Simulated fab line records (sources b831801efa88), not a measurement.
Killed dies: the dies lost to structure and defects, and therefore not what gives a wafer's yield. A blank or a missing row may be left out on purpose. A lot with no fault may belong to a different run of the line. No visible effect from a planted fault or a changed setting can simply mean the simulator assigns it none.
Split-lot experiment / flow sky130 / 23 wafers read across 5 lots, on a route 708 steps long

ABOUT THE SPLIT
At SKY_METAL2_SPUTTER_04 (material TiN, target thk 70 nm, time 58.3 s), the setting power_w was moved away from the recipe's 6500 W on 8 of the 23 wafers read, by -6.0% to +3.5%. This setting was run at the recipe's value on the other wafers.

The split's own step is where the reading is taken.

THE READING
TiN_of_METAL2_SPUTTER_04.thk_nm (the simulator's own value, which no gauge read), in nm, at SKY_METAL2_SPUTTER_04 (material TiN, target thk 70 nm, time 58.3 s). The file does not state a usual value for it. Average 70.39 nm, standard deviation 0.84 nm, over the 15 wafers here run with the recipe.

wafer=L074.1; tool, chamber at the split=pvd_sputter-02, -; power_w as run, W=6500; against the recipe=recipe; TiN_of_METAL2_SPUTTER_04.thk_nm, nm=71.89; against lot-mates on the recipe=-
wafer=L074.4; tool, chamber at the split=pvd_sputter-02, -; power_w as run, W=6500; against the recipe=recipe; TiN_of_METAL2_SPUTTER_04.thk_nm, nm=71.2; against lot-mates on the recipe=-
wafer=L074.6; tool, chamber at the split=pvd_sputter-02, -; power_w as run, W=6500; against the recipe=recipe; TiN_of_METAL2_SPUTTER_04.thk_nm, nm=70.72; against lot-mates on the recipe=-
wafer=L077.1; tool, chamber at the split=pvd_sputter-01, -; power_w as run, W=6113; against the recipe=-6.0%; TiN_of_METAL2_SPUTTER_04.thk_nm, nm=65.94; against lot-mates on the recipe=-3.89
wafer=L077.2; tool, chamber at the split=pvd_sputter-01, -; power_w as run, W=6500; against the recipe=recipe; TiN_of_METAL2_SPUTTER_04.thk_nm, nm=70.75; against lot-mates on the recipe=-
wafer=L077.3; tool, chamber at the split=pvd_sputter-01, -; power_w as run, W=6113; against the recipe=-6.0%; TiN_of_METAL2_SPUTTER_04.thk_nm, nm=66.07; against lot-mates on the recipe=-3.76
wafer=L077.4; tool, chamber at the split=pvd_sputter-01, -; power_w as run, W=6500; against the recipe=recipe; TiN_of_METAL2_SPUTTER_04.thk_nm, nm=68.9; against lot-mates on the recipe=-
wafer=L077.5; tool, chamber at the split=pvd_sputter-01, -; power_w as run, W=6113; against the recipe=-6.0%; TiN_of_METAL2_SPUTTER_04.thk_nm, nm=66.12; against lot-mates on the recipe=-3.70
wafer=L081.1; tool, chamber at the split=pvd_sputter-01, -; power_w as run, W=6500; against the recipe=recipe; TiN_of_METAL2_SPUTTER_04.thk_nm, nm=69.22; against lot-mates on the recipe=-
wafer=L081.2; tool, chamber at the split=pvd_sputter-01, -; power_w as run, W=6500; against the recipe=recipe; TiN_of_METAL2_SPUTTER_04.thk_nm, nm=70.54; against lot-mates on the recipe=-
wafer=L081.4; tool, chamber at the split=pvd_sputter-01, -; power_w as run, W=6500; against the recipe=recipe; TiN_of_METAL2_SPUTTER_04.thk_nm, nm=71.08; against lot-mates on the recipe=-
wafer=L081.5; tool, chamber at the split=pvd_sputter-01, -; power_w as run, W=6500; against the recipe=recipe; TiN_of_METAL2_SPUTTER_04.thk_nm, nm=70.41; against lot-mates on the recipe=-
wafer=L081.6; tool, chamber at the split=pvd_sputter-01, -; power_w as run, W=6500; against the recipe=recipe; TiN_of_METAL2_SPUTTER_04.thk_nm, nm=69.75; against lot-mates on the recipe=-
wafer=L082.1; tool, chamber at the split=pvd_sputter-01, -; power_w as run, W=6500; against the recipe=recipe; TiN_of_METAL2_SPUTTER_04.thk_nm, nm=69.38; against lot-mates on the recipe=-
wafer=L082.2; tool, chamber at the split=pvd_sputter-01, -; power_w as run, W=6726; against the recipe=+3.5%; TiN_of_METAL2_SPUTTER_04.thk_nm, nm=72.72; against lot-mates on the recipe=+3.27
wafer=L082.3; tool, chamber at the split=pvd_sputter-01, -; power_w as run, W=6726; against the recipe=+3.5%; TiN_of_METAL2_SPUTTER_04.thk_nm, nm=73.49; against lot-mates on the recipe=+4.03
wafer=L082.4; tool, chamber at the split=pvd_sputter-01, -; power_w as run, W=6500; against the recipe=recipe; TiN_of_METAL2_SPUTTER_04.thk_nm, nm=69.53; against lot-mates on the recipe=-
wafer=L082.6; tool, chamber at the split=pvd_sputter-01, -; power_w as run, W=6726; against the recipe=+3.5%; TiN_of_METAL2_SPUTTER_04.thk_nm, nm=72; against lot-mates on the recipe=+2.55
wafer=L084.1; tool, chamber at the split=pvd_sputter-01, -; power_w as run, W=6716; against the recipe=+3.3%; TiN_of_METAL2_SPUTTER_04.thk_nm, nm=72.07; against lot-mates on the recipe=+1.25
wafer=L084.3; tool, chamber at the split=pvd_sputter-01, -; power_w as run, W=6500; against the recipe=recipe; TiN_of_METAL2_SPUTTER_04.thk_nm, nm=70.39; against lot-mates on the recipe=-
wafer=L084.4; tool, chamber at the split=pvd_sputter-01, -; power_w as run, W=6500; against the recipe=recipe; TiN_of_METAL2_SPUTTER_04.thk_nm, nm=71.48; against lot-mates on the recipe=-
wafer=L084.5; tool, chamber at the split=pvd_sputter-01, -; power_w as run, W=6716; against the recipe=+3.3%; TiN_of_METAL2_SPUTTER_04.thk_nm, nm=72.79; against lot-mates on the recipe=+1.97
wafer=L084.6; tool, chamber at the split=pvd_sputter-01, -; power_w as run, W=6500; against the recipe=recipe; TiN_of_METAL2_SPUTTER_04.thk_nm, nm=70.6; against lot-mates on the recipe=-

FIT RESULTS
A straight line over all 23 wafers: TiN_of_METAL2_SPUTTER_04.thk_nm changes by +0.702 nm for each +1% of power_w; r = +0.93; the points scatter about the line by 0.76 nm.
The same after taking each lot's own level away (the mean of its wafers on the recipe; 23 wafers): +0.683 nm for each +1%; r = +0.94; scatter 0.69 nm.
That fit puts the effect of the largest move of power_w on the reading at 4.1 nm.
The span of the lots' own levels, 69.455 to 71.270 nm, comes to 2.2 times the standard deviation stated above.
Hence the lot-to-lot level has little effect on the slope; both slopes agree.
Check: for one of the wafers moved furthest among these (-6.0%), held out of the fit, the line's prediction against its lot-mates is -4 nm. It came out at -3.89 nm against them.

OTHER SPLITS APPLIED TO THESE WAFERS
Before the reading, these wafers also passed through other splits. Each is held against what the fit with the lots' levels taken away leaves over:
other split on the same wafers=SKY_LI_CONTACT_HDPCVD_00 time_s; wafers away from the commonest value=9; r with TiN_of_METAL2_SPUTTER_04.thk_nm (lot level and that fit taken away)=-0.35
other split on the same wafers=SKY_LI_CONTACT_CMP_02 leave_above_ref_nm; wafers away from the commonest value=8; r with TiN_of_METAL2_SPUTTER_04.thk_nm (lot level and that fit taken away)=+0.35
other split on the same wafers=SKY_LI_CONTACT_ETCH_14 source_w; wafers away from the commonest value=8; r with TiN_of_METAL2_SPUTTER_04.thk_nm (lot level and that fit taken away)=-0.08
other split on the same wafers=SKY_LI_CONTACT_SPUTTER_20 power_w; wafers away from the commonest value=10; r with TiN_of_METAL2_SPUTTER_04.thk_nm (lot level and that fit taken away)=+0.30
other split on the same wafers=SKY_CONTACT_HDPCVD_02 time_s; wafers away from the commonest value=5; r with TiN_of_METAL2_SPUTTER_04.thk_nm (lot level and that fit taken away)=+0.17
other split on the same wafers=SKY_CONTACT_DEVELOP_13 dev_temp_c; wafers away from the commonest value=11; r with TiN_of_METAL2_SPUTTER_04.thk_nm (lot level and that fit taken away)=-0.21
other split on the same wafers=SKY_METAL1_SPUTTER_04 time_s; wafers away from the commonest value=8; r with TiN_of_METAL2_SPUTTER_04.thk_nm (lot level and that fit taken away)=-0.15
other split on the same wafers=SKY_METAL1_METAL_ETCH_19 bias_w; wafers away from the commonest value=9; r with TiN_of_METAL2_SPUTTER_04.thk_nm (lot level and that fit taken away)=+0.14
other split on the same wafers=SKY_VIA1_SPUTTER_20 chamber_pressure_pa; wafers away from the commonest value=18; r with TiN_of_METAL2_SPUTTER_04.thk_nm (lot level and that fit taken away)=+0.33

FILE'S OWN FIT
TiN_of_METAL2_SPUTTER_04.thk_nm changes by +0.67 nm for each +1% of power_w, r = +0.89.
